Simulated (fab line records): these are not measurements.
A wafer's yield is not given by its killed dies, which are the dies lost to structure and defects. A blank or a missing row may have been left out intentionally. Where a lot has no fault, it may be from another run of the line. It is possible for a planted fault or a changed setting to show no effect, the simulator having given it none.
fab line records | flow sky130
record lots=6 | wafers=18 | lastDay=49
route steps=708 shown LDD_P@263 LDD_HVN@267 LDD_HVP@278 PAD_OPEN@708
lots with no fault: from the same line, run without faults
startH: hours from the record's first day to the start of the lot's first wafer shown | waitH: time in hours since the lot's previous step | " identical to the entry in the row above | L1.1+2: several wafers, shown together as one row | - no value, or no start given | * or withheld: withheld | < > ~ a bound
route shown NAME@n: a module of which the file shows steps, and the number in the route of the first | usual: the fault-free wafers' mean and standard deviation | same: alike in all rows | chamber/n: place in a boat | sites: the reading at each site | _std_site: the standard deviation of these | _edge_site: mean of outer sites minus mean of inner sites | radiusMm: for every site, how far away it sits from the centre of the wafer | mask NAME#n: copy n | behind: the last tool/chamber to shape the wafer | hold: why the lot went on hold/how many hours it stayed there/how the hold came to an end | device: names the non-switching transistor (n, p or np) | end of line: tests run on the same wafers once the route is complete | a step with no rows: only its recipe | killed: the dies lost at the first sort to structure and to defects; this is not the yield of the wafer | map: the dies of a wafer, with x for killed, . for not killed, _ for no die there
set.NAME: setting as actually run; set.NAME@STEP: the setting as run at that earlier step | model.NAME: the simulator's own value behind a step, which no gauge read
lots seen at some steps along the route; tables by step, rows by wafer
services: the hour from which a tool's chamber was out of use, counted from the record's first day as startH (under 0 if before that day), plus the number of hours and why
## steps
# step SKY_LDD_P_OVL_MEAS_08
# usual LDD_P_OVL=0.2/1.4
lot.wafer | tool       | chamber | startH | waitH | LDD_P_OVL[nm]
L394.2    | overlay-02 | -       | 485.21 | 0.1   | -0.1
L394.3    | "          | -       | "      | "     | -1.0
L394.6    | "          | -       | "      | "     | 1.2
L398.2    | overlay-01 | -       | 513.81 | 0.1   | 1.5
L398.3    | "          | -       | "      | "     | 0.1
L398.5    | "          | -       | "      | "     | 0.3
L399.2    | overlay-01 | -       | 527.96 | 0.1   | 0.5
L399.3    | "          | -       | "      | "     | -0.5
L399.6    | "          | -       | "      | "     | -1.6
L400.2    | overlay-02 | -       | 540.01 | 0.1   | 0.1
L400.5    | "          | -       | "      | "     | 0.5
L400.6    | "          | -       | "      | "     | 3.1
L405.4    | overlay-01 | -       | 581.62 | 0.1   | -1.3
L405.5    | "          | -       | "      | "     | -2.4
L405.6    | "          | -       | "      | "     | -3.9
L408.1    | overlay-01 | -       | 603.62 | 0.1   | 0.9
L408.5    | "          | -       | "      | "     | 0.8
L408.6    | "          | -       | "      | "     | 0.5
# step SKY_LDD_P_IMPLANT_09
# recipe species=BF2 | energyKev=25 | doseCm2=1e+13 | tiltDeg=withheld
# step SKY_LDD_P_STRIP_10
# recipe chemistry=O2/N2 | powerW=1400 | pressureMtorr=1500 | platenTempC=withheld | o2FlowSccm=3000 | n2FlowSccm=300 | overashFraction=0.5
# usual drypumpMotorCurrentA=5.96/0.26 | oesProductAu=0.715/0.0049 | stripTimeToEndpointS=14.18/0.035
lot.wafer | tool           | chamber | startH | waitH | drypumpMotorCurrentA | oesProductAu | rfHoursCounterH | stripTimeToEndpointS
L394.2    | plasmaAsher-02 | 0       | 485.39 | 0.1   | 5.61                 | 0.708        | 81              | 14.21
L394.3    | "              | 1       | "      | "     | 6.38                 | 0.716        | -               | 14.19
L394.6    | "              | 1       | "      | "     | 6.39                 | 0.718        | -               | 14.14
L398.2    | plasmaAsher-01 | 0       | 513.99 | 0.1   | 6.13                 | 0.722        | 8               | 14.17
L398.3    | "              | 0       | "      | "     | 6.11                 | 0.717        | -               | 14.18
L398.5    | "              | 1       | "      | "     | 5.91                 | 0.721        | -               | 14.19
L399.2    | plasmaAsher-01 | 0       | 528.14 | 0.1   | 6.13                 | 0.716        | 10              | 14.14
L399.3    | "              | 0       | "      | "     | 6.11                 | 0.724        | -               | 14.15
L399.6    | "              | 1       | "      | "     | 5.92                 | 0.705        | -               | 14.17
L400.2    | plasmaAsher-01 | 0       | 540.19 | 0.1   | 6.11                 | 0.710        | 11              | 14.16
L400.5    | "              | 1       | "      | "     | 5.91                 | 0.720        | -               | 14.17
L400.6    | "              | 0       | "      | "     | 6.13                 | 0.721        | -               | 14.24
L405.4    | plasmaAsher-01 | 1       | 581.82 | 0.1   | 5.92                 | 0.713        | -               | 14.21
L405.5    | "              | 0       | "      | "     | 6.10                 | 0.715        | -               | 14.21
L405.6    | "              | 1       | "      | "     | 5.89                 | 0.713        | -               | 14.22
L408.1    | plasmaAsher-02 | 1       | 603.80 | 0.1   | 6.38                 | 0.706        | 92              | 14.14
L408.5    | "              | 1       | "      | "     | 6.40                 | 0.714        | -               | 14.12
L408.6    | "              | 0       | "      | "     | 5.59                 | 0.714        | -               | 14.16
# step SKY_LDD_P_TW_MEAS_11
# usual LDD_P_TW=640/4
lot.wafer | tool         | chamber | startH | waitH | LDD_P_TW
L394.2    | filmMetro-01 | -       | 485.50 | 0.1   | 635
L394.3    | "            | -       | "      | "     | 635
L394.6    | "            | -       | "      | "     | 637
L398.2    | filmMetro-03 | -       | 514.10 | 0.1   | 642
L398.3    | "            | -       | "      | "     | 643
L398.5    | "            | -       | "      | "     | 647
L399.2    | filmMetro-02 | -       | 528.25 | 0.1   | 640
L399.3    | "            | -       | "      | "     | 638
L399.6    | "            | -       | "      | "     | 640
L400.2    | filmMetro-03 | -       | 540.30 | 0.1   | 645
L400.5    | "            | -       | "      | "     | 647
L400.6    | "            | -       | "      | "     | 645
L405.4    | filmMetro-01 | -       | 581.92 | 0.1   | 635
L405.5    | "            | -       | "      | "     | 632
L405.6    | "            | -       | "      | "     | 635
L408.1    | filmMetro-02 | -       | 603.90 | 0.1   | 639
L408.5    | "            | -       | "      | "     | 638
L408.6    | "            | -       | "      | "     | 640
# step SKY_LDD_HVN_DEHYDRATE_00
# recipe tempC=200 | timeS=60
# step SKY_LDD_HVN_HMDS_01
# recipe primeTimeS=60 | primeTempC=120
# step SKY_LDD_HVN_COAT_02
# recipe resist=NOVOLAK | spinRpm=3000 | resistThkNm=300
# step SKY_LDD_HVN_SOFTBAKE_03
# recipe tempC=90 | timeS=60 | resist=NOVOLAK
# step SKY_LDD_HVN_EXPOSE_04
# recipe maskId=HVNTM | na=0.6 | sourceShape=conventional | sigmaOuter=0.6 | polarization=unpolarized | targetCdNm=700 | doseMj=127
# step SKY_LDD_HVN_PEB_05
# recipe tempC=withheld | timeS=* | resist=NOVOLAK
# step SKY_LDD_HVN_DEVELOP_06
# recipe resist=NOVOLAK | developer=TMAH | developTimeS=60 | devTempC=23
# step SKY_LDD_HVN_OVL_MEAS_07
# usual LDD_HVN_OVL=-0.9/1.3
lot.wafer | tool       | chamber | startH | waitH | LDD_HVN_OVL[nm]
L394.2    | overlay-02 | -       | 516.49 | 0.1   | -2.5
L394.3    | "          | -       | "      | "     | -2.3
L394.6    | "          | -       | "      | "     | -1.5
L398.2    | overlay-01 | -       | 544.59 | 0.1   | -1.2
L398.3    | "          | -       | "      | "     | -1.1
L398.5    | "          | -       | "      | "     | -1.6
L399.2    | overlay-02 | -       | 559.00 | 0.1   | -1.1
L399.3    | "          | -       | "      | "     | -2.2
L399.6    | "          | -       | "      | "     | -0.2
L400.2    | overlay-01 | -       | 570.84 | 0.1   | -1.6
L400.5    | "          | -       | "      | "     | -1.3
L400.6    | "          | -       | "      | "     | -2.0
L405.4    | overlay-01 | -       | 611.96 | 0.1   | -2.6
L405.5    | "          | -       | "      | "     | -1.8
L405.6    | "          | -       | "      | "     | -2.1
L408.1    | overlay-01 | -       | 632.69 | 0.1   | -1.3
L408.5    | "          | -       | "      | "     | -1.5
L408.6    | "          | -       | "      | "     | -0.5
# step SKY_LDD_HVN_IMPLANT_08
# recipe species=P | energyKev=60 | doseCm2=3e+13 | tiltDeg=40
# usual beamOnS=10.00/0.19 | tiltDeg=39.999/0.021
lot.wafer | tool         | chamber | startH | waitH | beamOnS | tiltDeg
L394.2    | implanter-04 | 0       | 516.54 | 0.0   | 9.90    | 39.987
L394.3    | "            | 0       | "      | "     | 9.91    | 40.007
L394.6    | "            | 0       | "      | "     | 10.14   | 39.985
L398.2    | implanter-01 | 0       | 544.64 | 0.0   | 9.87    | 40.009
L398.3    | "            | 0       | "      | "     | 10.01   | 39.980
L398.5    | "            | 0       | "      | "     | 10.09   | 39.985
L399.2    | implanter-04 | 0       | 559.06 | 0.0   | 10.12   | 0.024
L399.3    | "            | 0       | "      | "     | 9.99    | 0.013
L399.6    | "            | 0       | "      | "     | 9.56    | 0.001
L400.2    | implanter-04 | 0       | 570.90 | 0.0   | 9.97    | -0.014
L400.5    | "            | 0       | "      | "     | 10.24   | -0.017
L400.6    | "            | 0       | "      | "     | 9.87    | 0.002
L405.4    | implanter-02 | 0       | 612.05 | 0.1   | 10.41   | 40.017
L405.5    | "            | 0       | "      | "     | 10.16   | 40.000
L405.6    | "            | 0       | "      | "     | 10.01   | 39.979
L408.1    | implanter-01 | 0       | 632.72 | 0.0   | 9.97    | 39.993
L408.5    | "            | 0       | "      | "     | 10.13   | 40.019
L408.6    | "            | 0       | "      | "     | 10.05   | 40.001
# step SKY_LDD_HVN_STRIP_09
# recipe chemistry=O2/N2 | powerW=1400 | pressureMtorr=1500 | platenTempC=withheld | o2FlowSccm=3000 | n2FlowSccm=300 | overashFraction=0.5
# usual drypumpMotorCurrentA=5.6/0.34 | oesProductAu=0.408/0.005 | stripTimeToEndpointS=4.133/0.016
lot.wafer | tool           | chamber | startH | waitH | drypumpMotorCurrentA | oesProductAu | rfHoursCounterH | stripTimeToEndpointS
L394.2    | plasmaAsher-01 | 1       | 516.67 | 0.1   | 5.9                  | 0.419        | 9               | 4.099
L394.3    | "              | 1       | "      | "     | 5.9                  | 0.415        | -               | 4.116
L394.6    | "              | 1       | "      | "     | 5.9                  | 0.415        | -               | 4.123
L398.2    | plasmaAsher-01 | 0       | 544.77 | 0.1   | 6.1                  | 0.413        | 12              | 4.141
L398.3    | "              | 1       | "      | "     | 6.0                  | 0.400        | -               | 4.144
L398.5    | "              | 1       | "      | "     | 5.9                  | 0.415        | -               | 4.152
L399.2    | plasmaAsher-01 | 1       | 559.18 | 0.1   | 5.9                  | 0.404        | 13              | 4.151
L399.3    | "              | 0       | "      | "     | 6.1                  | 0.411        | -               | 4.132
L399.6    | "              | 1       | "      | "     | 5.9                  | 0.405        | -               | 4.156
L400.2    | plasmaAsher-03 | 1       | 571.02 | 0.1   | 5.2                  | 0.405        | 72              | 4.126
L400.5    | "              | 0       | "      | "     | 5.3                  | 0.406        | -               | 4.118
L400.6    | "              | 1       | "      | "     | 5.2                  | 0.411        | -               | 4.132
L405.4    | plasmaAsher-03 | 0       | 612.16 | 0.1   | 5.3                  | 0.400        | -               | 4.138
L405.5    | "              | 0       | "      | "     | 5.3                  | 0.408        | -               | 4.137
L405.6    | "              | 1       | "      | "     | 5.2                  | 0.404        | -               | 4.133
L408.1    | plasmaAsher-03 | 0       | 632.87 | 0.1   | 5.3                  | 0.409        | 78              | 4.133
L408.5    | "              | 1       | "      | "     | 5.2                  | 0.407        | -               | 4.134
L408.6    | "              | 0       | "      | "     | 5.3                  | 0.405        | -               | 4.117
# step SKY_LDD_HVN_TW_MEAS_10
# usual LDD_HVN_TW=1444/7.2
lot.wafer | tool         | chamber | startH | waitH | LDD_HVN_TW
L394.2    | filmMetro-04 | -       | 516.78 | 0.1   | 1466
L394.3    | "            | -       | "      | "     | 1458
L394.6    | "            | -       | "      | "     | 1460
L398.2    | filmMetro-02 | -       | 544.88 | 0.1   | 1443
L398.3    | "            | -       | "      | "     | 1440
L398.5    | "            | -       | "      | "     | 1442
L399.2    | filmMetro-04 | -       | 559.29 | 0.1   | 1295
L399.3    | "            | -       | "      | "     | 1301
L399.6    | "            | -       | "      | "     | 1308
L400.2    | filmMetro-01 | -       | 571.13 | 0.1   | 1292
L400.5    | "            | -       | "      | "     | 1281
L400.6    | "            | -       | "      | "     | 1293
L405.4    | filmMetro-02 | -       | 612.25 | 0.1   | 1444
L405.5    | "            | -       | "      | "     | 1445
L405.6    | "            | -       | "      | "     | 1445
L408.1    | filmMetro-02 | -       | 632.97 | 0.1   | 1444
L408.5    | "            | -       | "      | "     | 1435
L408.6    | "            | -       | "      | "     | 1442
# step SKY_LDD_HVP_DEHYDRATE_00
# recipe tempC=200 | timeS=60
# step SKY_PAD_OPEN_PROBE_99
# usual killed_at_M0_to_M3=43/8 | killed_at_M4_up=2.9/1.6 | killedAtContacts=26/5.2 | killedAtFrontEnd=15/4.3 | killedAtOther=0.3/0.56 | killedDies=87/10 | killedOpen=48/6.9 | killedShort=40/6.5
# same grossDies=492 | killedAtBackSide=0
lot.wafer | tool      | chamber | startH  | waitH | killed_at_M0_to_M3 | killed_at_M4_up | killedAtContacts | killedAtFrontEnd | killedAtOther | killedDies | killedOpen | killedShort | model.etest.tip_n_5v.rsOhmSq | model.etest.nfetG5v0d10v5.rOnOhmUm | model.etest.nfetG5v0d10v5.driveUaUm | model.etest.resNdiffHv.rsOhmSq | model.etest.ring_5v.delayPs | model.etest.nfetG5v0d10v5.vtSatV
L394.2    | prober-01 | -       | 1111.51 | 0.1   | 46                 | 4               | 27               | 21               | 0             | 98         | 47         | 51          | 1389                         | 1857                               | 609.5                               | 113.5                          | 44.21                       | 0.7692
L394.3    | prober-01 | -       | 1111.56 | 0.2   | 51                 | 3               | 24               | 7                | 0             | 85         | 43         | 42          | 1400                         | 1876                               | 599.8                               | 113.8                          | 44.11                       | 0.7663
L394.6    | prober-01 | -       | 1111.71 | 0.2   | 46                 | 4               | 28               | 12               | 0             | 90         | 46         | 44          | 1392                         | 1899                               | 598.9                               | 113.6                          | 44.34                       | 0.7603
L398.2    | prober-01 | -       | 1129.76 | 0.1   | 33                 | 5               | 25               | 13               | 0             | 76         | 45         | 31          | 1393                         | 1898                               | 588.6                               | 114.3                          | 44.86                       | 0.7804
L398.3    | prober-01 | -       | 1129.81 | 0.2   | 49                 | 2               | 26               | 21               | 0             | 98         | 55         | 43          | 1392                         | 1884                               | 606.6                               | 114.3                          | 45.38                       | 0.7653
L398.5    | prober-01 | -       | 1129.91 | 0.2   | 44                 | 1               | 23               | 6                | 0             | 74         | 39         | 35          | 1388                         | 1912                               | 596.4                               | 114                            | 45.23                       | 0.7739
L399.2    | prober-02 | -       | 1140.12 | 0.1   | 45                 | 4               | 39               | 11               | 0             | 99         | 52         | 47          | 980.3                        | 1804                               | 629.6                               | 109.2                          | 44.35                       | 0.7424
L399.3    | prober-02 | -       | 1140.17 | 0.2   | 39                 | 2               | 27               | 21               | 0             | 89         | 49         | 40          | 975.1                        | 1812                               | 629.3                               | 110.1                          | 43.7                        | 0.7289
L399.6    | prober-02 | -       | 1140.32 | 0.2   | 40                 | 7               | 24               | 17               | 0             | 88         | 39         | 49          | 977.2                        | 1817                               | 620.6                               | 109.9                          | 44.64                       | 0.7375
L400.2    | prober-01 | -       | 1144.36 | 0.1   | 49                 | 1               | 20               | 19               | 1             | 90         | 48         | 42          | 976.9                        | 1812                               | 630.9                               | 110.2                          | 43.47                       | 0.733
L400.5    | prober-01 | -       | 1144.51 | 0.2   | 47                 | 2               | 27               | 17               | 0             | 93         | 51         | 42          | 982.7                        | 1813                               | 618.9                               | 110.5                          | 44.15                       | 0.7491
L400.6    | prober-01 | -       | 1144.56 | 0.2   | 55                 | 4               | 23               | 16               | 0             | 98         | 51         | 47          | 979                          | 1804                               | 614.2                               | 110.9                          | 43.78                       | 0.7404
L405.4    | prober-02 | -       | 1171.77 | 0.2   | 44                 | 5               | 26               | 14               | 0             | 89         | 47         | 42          | 1394                         | 1904                               | 600.8                               | 113.3                          | 44.72                       | 0.7699
L405.5    | prober-02 | -       | 1171.82 | 0.2   | 45                 | 3               | 24               | 18               | 1             | 91         | 50         | 41          | 1388                         | 1901                               | 605.2                               | 113.6                          | 44.52                       | 0.7599
L405.6    | prober-02 | -       | 1171.87 | 0.2   | 53                 | 5               | 24               | 14               | 0             | 96         | 49         | 47          | 1381                         | 1920                               | 590.3                               | 113.7                          | 45.39                       | 0.7682
L408.1    | prober-01 | -       | 1182.68 | 0.1   | 44                 | 3               | 20               | 24               | 0             | 91         | 49         | 42          | 1405                         | 1868                               | 605.7                               | 114                            | 44.91                       | 0.7613
L408.5    | prober-01 | -       | 1182.88 | 0.2   | 54                 | 7               | 23               | 10               | 0             | 94         | 50         | 44          | 1417                         | 1919                               | 601.1                               | 113.9                          | 44.83                       | 0.7631
L408.6    | prober-01 | -       | 1182.93 | 0.2   | 37                 | 2               | 18               | 17               | 0             | 74         | 37         | 37          | 1403                         | 1891                               | 617.1                               | 113.3                          | 44.9                        | 0.7502
# killed by level:class
L394.2 CONTACT:geometricParticle:open=11 FIELD_ISO:geometricParticle:short=9 CONTACT:geometricParticle:short=7 METAL1:geometricParticle:short=7 VIA2:geometricParticle:open=7 POLY_GATE:geometricParticle:open=5 VIA1:geometricParticle:open=5 LI_CONTACT:geometricParticle:open=4
L394.3 CONTACT:geometricParticle:open=11 METAL1:geometricParticle:short=7 VIA1:geometricParticle:short=7 VIA3:geometricParticle:open=7 VIA1:geometricParticle:open=6 LI_CONTACT:geometricParticle:open=5 METAL2:geometricParticle:short=5 METAL3:geometricParticle:short=5
L394.6 CONTACT:geometricParticle:open=12 VIA2:geometricParticle:open=8 LI_CONTACT:geometricParticle:open=7 VIA1:geometricParticle:open=6 METAL1:geometricParticle:short=6 VIA3:geometricParticle:short=6 METAL2:geometricParticle:short=5 METAL3:geometricParticle:short=5
L398.2 CONTACT:geometricParticle:open=17 VIA1:geometricParticle:open=11 VIA1:geometricParticle:short=6 VIA3:geometricParticle:open=5 CONTACT:geometricParticle:short=4 METAL2:geometricParticle:short=4 FIELD_ISO:geometricParticle:short=3 POLY_GATE:geometricParticle:open=3
L398.3 VIA1:geometricParticle:open=16 CONTACT:geometricParticle:open=11 FIELD_ISO:geometricParticle:open=8 VIA3:geometricParticle:open=8 METAL1:geometricParticle:short=7 METAL2:geometricParticle:short=6 LI_CONTACT:geometricParticle:short=5 CONTACT:geometricParticle:short=5
L398.5 VIA1:geometricParticle:open=9 VIA3:geometricParticle:open=7 LI_CONTACT:geometricParticle:open=7 CONTACT:geometricParticle:open=7 METAL2:geometricParticle:short=7 VIA1:geometricParticle:short=6 CONTACT:geometricParticle:short=5 METAL1:geometricParticle:short=4
L399.2 CONTACT:geometricParticle:open=13 LI_CONTACT:geometricParticle:open=8 METAL1:geometricParticle:short=8 METAL2:geometricParticle:short=8 VIA1:geometricParticle:open=7 LI_CONTACT:geometricParticle:short=6 CONTACT:geometricParticle:short=6 VIA3:geometricParticle:open=5
L399.3 LI_CONTACT:geometricParticle:open=9 VIA3:geometricParticle:open=7 VIA1:geometricParticle:short=7 VIA1:geometricParticle:open=7 VIA2:geometricParticle:open=6 CONTACT:geometricParticle:open=6 CONTACT:geometricParticle:short=5 FIELD_ISO:geometricParticle:open=4
L399.6 FIELD_ISO:geometricParticle:short=8 CONTACT:geometricParticle:open=8 VIA1:geometricParticle:open=8 METAL2:geometricParticle:short=7 LOCAL_INTERCONNECT:geometricParticle:short=5 VIA2:geometricParticle:open=5 VIA3:geometricParticle:short=5 LI_CONTACT:geometricParticle:short=4
L400.2 VIA1:geometricParticle:open=15 POLY_GATE:geometricParticle:short=9 VIA2:geometricParticle:open=8 FIELD_ISO:geometricParticle:short=6 VIA1:geometricParticle:short=6 CONTACT:geometricParticle:short=5 LI_CONTACT:geometricParticle:open=5 VIA3:geometricParticle:open=5
L400.5 CONTACT:geometricParticle:open=10 VIA1:geometricParticle:open=8 VIA2:geometricParticle:open=8 VIA3:geometricParticle:open=7 FIELD_ISO:geometricParticle:short=6 LI_CONTACT:geometricParticle:open=6 VIA3:geometricParticle:short=6 POLY_GATE:geometricParticle:open=4
L400.6 CONTACT:geometricParticle:open=12 METAL1:geometricParticle:short=11 VIA1:geometricParticle:open=10 VIA1:geometricParticle:short=7 POLY_GATE:geometricParticle:open=6 VIA3:geometricParticle:open=6 CONTACT:geometricParticle:short=5 VIA2:geometricParticle:open=5
L405.4 CONTACT:geometricParticle:open=10 VIA1:geometricParticle:open=9 METAL1:geometricParticle:short=7 VIA3:geometricParticle:open=7 VIA1:geometricParticle:short=6 LI_CONTACT:geometricParticle:open=5 CONTACT:geometricParticle:short=5 METAL2:geometricParticle:short=5
L405.5 VIA2:geometricParticle:open=10 VIA1:geometricParticle:open=9 CONTACT:geometricParticle:open=8 METAL1:geometricParticle:short=8 VIA3:geometricParticle:open=7 LOCAL_INTERCONNECT:geometricParticle:short=6 LI_CONTACT:geometricParticle:open=5 POLY_GATE:geometricParticle:open=4
L405.6 CONTACT:geometricParticle:open=12 LI_CONTACT:geometricParticle:open=7 VIA1:geometricParticle:open=7 VIA3:geometricParticle:short=7 METAL1:geometricParticle:short=7 VIA2:geometricParticle:open=7 VIA1:geometricParticle:short=6 POLY_GATE:geometricParticle:short=5
L408.1 POLY_GATE:geometricParticle:short=10 VIA1:geometricParticle:open=9 VIA1:geometricParticle:short=8 CONTACT:geometricParticle:open=7 VIA2:geometricParticle:open=7 FIELD_ISO:geometricParticle:open=6 LI_CONTACT:geometricParticle:open=5 VIA3:geometricParticle:open=5
L408.5 VIA1:geometricParticle:open=15 CONTACT:geometricParticle:open=13 VIA2:geometricParticle:open=9 METAL2:geometricParticle:short=7 CONTACT:geometricParticle:short=6 VIA3:geometricParticle:open=6 METAL4:geometricParticle:short=5 VIA1:geometricParticle:short=5
L408.6 VIA1:geometricParticle:open=12 CONTACT:geometricParticle:open=7 METAL1:geometricParticle:short=7 FIELD_ISO:geometricParticle:short=6 FIELD_ISO:geometricParticle:open=5 POLY_GATE:geometricParticle:short=4 LOCAL_INTERCONNECT:geometricParticle:short=4 VIA2:geometricParticle:open=4
## services
tool           | chamber | startH | hours | kind
implanter-04   | -       | 471.64 | 4.4   | repair
implanter-04   | -       | 492.10 | 2.0   | repair
implanter-04   | -       | 500.75 | 5.0   | pm
plasmaAsher-02 | -       | 511.87 | 14.6  | pm
implanter-02   | -       | 532.77 | 1.0   | repair
implanter-02   | -       | 586.41 | 19.1  | pm
plasmaAsher-03 | -       | 587.34 | 13.0  | repair
implanter-01   | -       | 612.25 | 3.3   | pm
plasmaAsher-02 | -       | 616.29 | 1.5   | repair
implanter-02   | -       | 625.89 | 4.9   | repair
implanter-02   | -       | 626.31 | 4.2   | repair
## key
firstSign step=SKY_LDD_HVN_IMPLANT_08 | reading=tiltDeg | direction=down | sigmas=99+ | usual=* | struck=*
effect step=SKY_LDD_HVN_TW_MEAS_10 | reading=LDD_HVN_TW | direction=down | sigmas=21 | usual=1444 | struck=1295
modelEffect step=SKY_PAD_OPEN_PROBE_99 | value=etest.tip_n_5v.rsOhmSq | without=1374 | struck=978.5
metAt SKY_LDD_HVN_IMPLANT_08
struckWafers L399.2,L399.3,L399.6,L400.2,L400.5,L400.6
testerLeftOut L399,L400
onsetBetween 516.54 559.06
fault kind=processParameterDrift | tool=implanter-04 | chamber=- | onsetH=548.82 | steps=SKY_LDD_HVN_IMPLANT_08 | channel=tiltDeg | offset=* | shape=step | endH=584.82 | actsIn=* | stated=*
# testerLeftOut: of these lots the tester's yield and bins aren't shown, on N5 and GAA mostly nor the transistor test; their killed dies are dies lost to structure and defects alone, not to doping, threshold or leakage, so they don't give the yield
